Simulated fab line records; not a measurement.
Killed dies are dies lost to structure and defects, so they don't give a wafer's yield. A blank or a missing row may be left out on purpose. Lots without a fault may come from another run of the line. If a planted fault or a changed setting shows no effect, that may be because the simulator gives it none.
Which tool was responsible? -- flow sky130 -- Sampling: 6 lots, 18 wafers, 3 of 708 route steps

## WHAT EACH GAUGE READ, for each wafer
SKY_METAL2_RS_MEAS_05: measures by four-point-probe.
lot,measured,on,METAL2_ALCU_RS (ohm/sq)
L709,day 34 15:31,filmMetro-01,0.1280 0.1251 0.1270
L712,day 35 17:25,filmMetro-01,0.1258 0.1264 0.1266
L714,day 36 03:26,filmMetro-01,0.1271 0.1277 0.1277
L716,day 36 20:34,filmMetro-03,0.1238 0.1250 0.1258
L718,day 37 12:29,filmMetro-01,0.1248 0.1259 0.1257
L722,day 38 23:08,filmMetro-01,0.1277 0.1287 0.1288

## WHAT TOOL EACH LOT RAN ON (gives the tool, then ch and the chambers of the sampled wafers, and finally the start)
lot,SKY_METAL1_DESCUM_17,SKY_METAL2_SPUTTER_02
L709,"rieMetal-03 ch 0,1, day 33 11:17","pvdSputter-02, day 34 15:26"
L712,"rieMetal-03 ch 0,1, day 34 11:10","pvdSputter-03, day 35 17:20"
L714,"rieMetal-03 ch 0,1, day 34 21:35","pvdSputter-01, day 36 03:20"
L716,"rieMetal-02 ch 0,1, day 35 14:32","pvdSputter-01, day 36 20:28"
L718,"rieMetal-01 ch 0,1, day 36 08:02","pvdSputter-01, day 37 12:23"
L722,"rieMetal-01 ch 0,1, day 37 18:43","pvdSputter-03, day 38 23:02"
- SKY_METAL1_DESCUM_17: chemistry O2, time 8 s.
- SKY_METAL2_SPUTTER_02: material AlCu, target thk 250 nm, time 13.3 s.

## THE ANSWER, worked out from the rows above alone
Rule: the usual values come from the lots themselves. The widest of any qualifying gaps counts: lots, ordered by their means at a reading, are off when they make up no more than a third of the lots, leave a main group of 4 or more, and stand apart from it by 3 or more times the standard deviation of that group's means. If all means in a main group match to the digits the tables above print for the reading, that group is not used. Also off: a lot with no number at a reading for which 4 or more lots have one. The other lots that the step has rows for count as sound.
Nothing can be told from this: no lot is off at any reading shown.

## WHAT HAD BEEN PUT IN BY THE SIMULATOR
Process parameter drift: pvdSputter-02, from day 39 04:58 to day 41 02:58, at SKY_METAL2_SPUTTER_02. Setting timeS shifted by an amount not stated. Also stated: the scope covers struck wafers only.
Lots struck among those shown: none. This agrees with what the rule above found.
